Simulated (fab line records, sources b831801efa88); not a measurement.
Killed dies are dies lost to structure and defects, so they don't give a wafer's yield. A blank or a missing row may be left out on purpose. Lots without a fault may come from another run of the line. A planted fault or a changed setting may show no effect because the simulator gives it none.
Which tool did it? | flow sky130 | 13 lots, 39 wafers sampled, at 6 steps of a route of 708

WHAT THE GAUGES READ, wafer by wafer
SKY_FIELD_ISO_THK_MEAS_25.
lot  | measured    | on            | FIELD_ISO_CVD_24_THK (nm)
L816 | day 2 08:07 | film_metro-04 | 594 620 587
L817 | day 2 16:28 | film_metro-01 | 593 612 595
L818 | day 2 17:01 | film_metro-04 | 604 601 608
L819 | day 2 23:28 | film_metro-04 | 595 596 597
L820 | day 3 04:58 | film_metro-01 | 614 596 593
L821 | day 3 09:57 | film_metro-04 | 600 600 603
L823 | day 3 21:26 | film_metro-03 | 601 609 593
L828 | day 4 21:26 | film_metro-04 | 592 604 601
L829 | day 5 02:25 | film_metro-04 | 594 593 589
L831 | day 5 12:09 | film_metro-01 | 587 590 589
L833 | day 5 23:36 | film_metro-04 | 591 594 592
L834 | day 6 04:21 | film_metro-04 | 588 609 588
L839 | day 7 06:01 | film_metro-01 | 598 587 601

SKY_NWELL_OVL_MEAS_23.
lot  | measured     | on         | NWELL_01_OVL (nm)
L816 | day 5 10:14  | overlay-02 | 2.3 1.8 0.7
L817 | day 5 18:24  | overlay-01 | 1.6 0.3 0.6
L818 | day 5 18:03  | overlay-01 | 3.1 1.9 0.2
L819 | day 6 01:28  | overlay-02 | -0.5 -0.1 -0.2
L820 | day 6 07:15  | overlay-01 | 0.0 -1.6 -1.5
L821 | day 6 14:46  | overlay-01 | -2.0 -0.7 -1.8
L823 | day 7 06:44  | overlay-01 | -0.2 -2.0 0.3
L828 | day 8 08:36  | overlay-01 | 0.0 -2.4 -2.0
L829 | day 8 14:34  | overlay-01 | -1.8 -0.8 -0.5
L831 | day 9 01:25  | overlay-02 | -0.7 0.2 2.1
L833 | day 9 14:23  | overlay-02 | -0.3 -1.0 -1.1
L834 | day 9 18:49  | overlay-02 | 2.5 3.2 2.7
L839 | day 11 02:19 | overlay-02 | 0.0 -2.0 0.2

SKY_VT_ADJUST_HVTP_CD_MEAS_07: target cd 380 nm.
lot  | measured     | on        | cd_nm (nm)
L816 | day 6 05:59  | cd_sem-01 | 380.2 377.5 381.0
L817 | day 6 13:49  | cd_sem-01 | 377.0 379.5 378.0
L818 | day 6 13:40  | cd_sem-02 | 378.1 378.6 377.2
L819 | day 6 20:53  | cd_sem-01 | 385.5 383.1 382.6
L820 | day 7 03:28  | cd_sem-02 | 378.6 381.1 378.7
L821 | day 7 11:08  | cd_sem-01 | 377.3 379.3 378.8
L823 | day 8 04:55  | cd_sem-01 | 376.5 377.1 378.2
L828 | day 9 06:03  | cd_sem-02 | 380.3 382.2 380.3
L829 | day 9 12:50  | cd_sem-02 | 380.1 382.7 382.3
L831 | day 10 00:21 | cd_sem-01 | 379.5 377.7 379.9
L833 | day 10 13:34 | cd_sem-01 | 379.2 379.2 380.0
L834 | day 10 17:51 | cd_sem-01 | 380.6 380.9 379.6
L839 | day 12 01:58 | cd_sem-01 | 379.8 381.8 379.7

SKY_VT_ADJUST_PCH_OVL_MEAS_07.
lot  | measured     | on         | VT_ADJUST_PCH_OVL (nm)
L816 | day 10 16:27 | overlay-02 | -3.0 -2.6 -3.1
L817 | day 11 02:14 | overlay-02 | -0.3 0.3 -0.9
L818 | day 11 01:37 | overlay-01 | -4.2 -3.3 -2.6
L819 | day 11 10:45 | overlay-01 | 2.4 0.9 0.8
L820 | day 11 17:16 | overlay-01 | 0.9 0.1 -1.2
L821 | day 12 03:32 | overlay-02 | 0.3 1.0 0.4
L823 | day 13 00:26 | overlay-02 | 3.9 2.9 3.8
L828 | day 14 06:04 | overlay-02 | 0.0 -1.9 -1.4
L829 | day 14 14:56 | overlay-02 | -0.7 -2.4 1.9
L831 | day 15 04:45 | overlay-01 | - - -
L833 | day 15 20:20 | overlay-02 | -0.7 -1.3 0.2
L834 | day 15 23:36 | overlay-01 | 1.6 -1.2 -0.6
L839 | day 17 16:29 | overlay-02 | -2.8 -2.6 -2.3

SKY_VT_ADJUST_PCH_TW_MEAS_10.
lot  | measured     | on            | VT_ADJUST_PCH_TW
L816 | day 10 16:44 | film_metro-02 | 142.3 142.8 142.6
L817 | day 11 02:32 | film_metro-04 | 142.1 142.1 141.4
L818 | day 11 01:55 | film_metro-02 | 142.1 142.9 142.0
L819 | day 11 11:03 | film_metro-04 | 140.9 141.3 141.8
L820 | day 11 17:34 | film_metro-02 | 141.9 142.4 141.9
L821 | day 12 03:50 | film_metro-02 | 142.0 141.3 141.6
L823 | day 13 00:43 | film_metro-02 | 142.1 141.5 141.5
L828 | day 14 06:21 | film_metro-04 | 142.4 142.8 142.5
L829 | day 14 15:13 | film_metro-04 | 141.9 142.5 142.8
L831 | day 15 05:02 | film_metro-02 | 29.8 29.7 29.8
L833 | day 15 20:38 | film_metro-03 | 141.9 143.0 142.7
L834 | day 15 23:53 | film_metro-04 | 141.7 141.3 142.0
L839 | day 17 16:47 | film_metro-02 | 141.9 141.6 142.2

WHICH TOOL RAN EACH LOT (tool, then ch and the chambers of the sampled wafers, then the start)
lot  | SKY_VT_ADJUST_PCH_EXPOSE_04
L816 | iline_stepper-02 ch 0, day 10 04:47
L817 | iline_stepper-01 ch 0, day 10 15:04
L818 | iline_stepper-02 ch 0, day 10 14:17
L819 | iline_stepper-01 ch 0, day 10 23:26
L820 | iline_stepper-01 ch 0, day 11 05:44
L821 | iline_stepper-01 ch 0, day 11 15:45
L823 | iline_stepper-01 ch 0, day 12 12:11
L828 | iline_stepper-02 ch 0, day 13 17:21
L829 | iline_stepper-02 ch 0, day 14 02:17
L831 | iline_stepper-02 ch 0, day 14 15:17
L833 | iline_stepper-02 ch 0, day 15 06:31
L834 | iline_stepper-01 ch 0, day 15 09:39
L839 | iline_stepper-02 ch 0, day 17 02:05
- SKY_VT_ADJUST_PCH_EXPOSE_04: exposes mask NWM, target cd 840 nm.

WHAT THE TOOLS THEMSELVES READ (means of the sampled wafers that have a number; where no wafer has one, the mark that the record gives instead)
The record holds no such reading with a usual standard deviation.

THE ANSWER, worked out from the rows above alone
Rule: what is usual is taken from the lots themselves. Put in order of their means at a reading, lots are off if they are a third of the lots or fewer, leave a main group of 4 or more, and stand apart from it by a gap of 3 or more times the standard deviation of the main group's means; of several such gaps the widest counts. A main group whose means are all the same, to the digits that the tables above print for the reading, isn't used. A lot without any number at a reading at which 4 lots or more have one is off too. The other lots that the step has rows for count as sound. The gauges are gone through in route order, then the tools' own readings, and for those a lot's mean is taken as printed above. The first step at which some lot is off is used, and at that step the reading that is off furthest; a lot without a number counts as furthest.
Off: L831, at SKY_VT_ADJUST_PCH_OVL_MEAS_07 (VT_ADJUST_PCH_OVL). Without a number there: L831. The main group: mean -0.5 nm, standard deviation 1.8.
A tool fits if, at a process step before that reading, it ran every lot that is off, and no sound lot after the first of them. The gauges at SKY_VT_ADJUST_PCH_OVL_MEAS_07 aren't tried: what is off there is off at SKY_VT_ADJUST_PCH_TW_MEAS_10 too, on other tools, and a gauge's error can't cause that. None of those tried fits.

WHAT THE SIMULATOR HAD PUT IN
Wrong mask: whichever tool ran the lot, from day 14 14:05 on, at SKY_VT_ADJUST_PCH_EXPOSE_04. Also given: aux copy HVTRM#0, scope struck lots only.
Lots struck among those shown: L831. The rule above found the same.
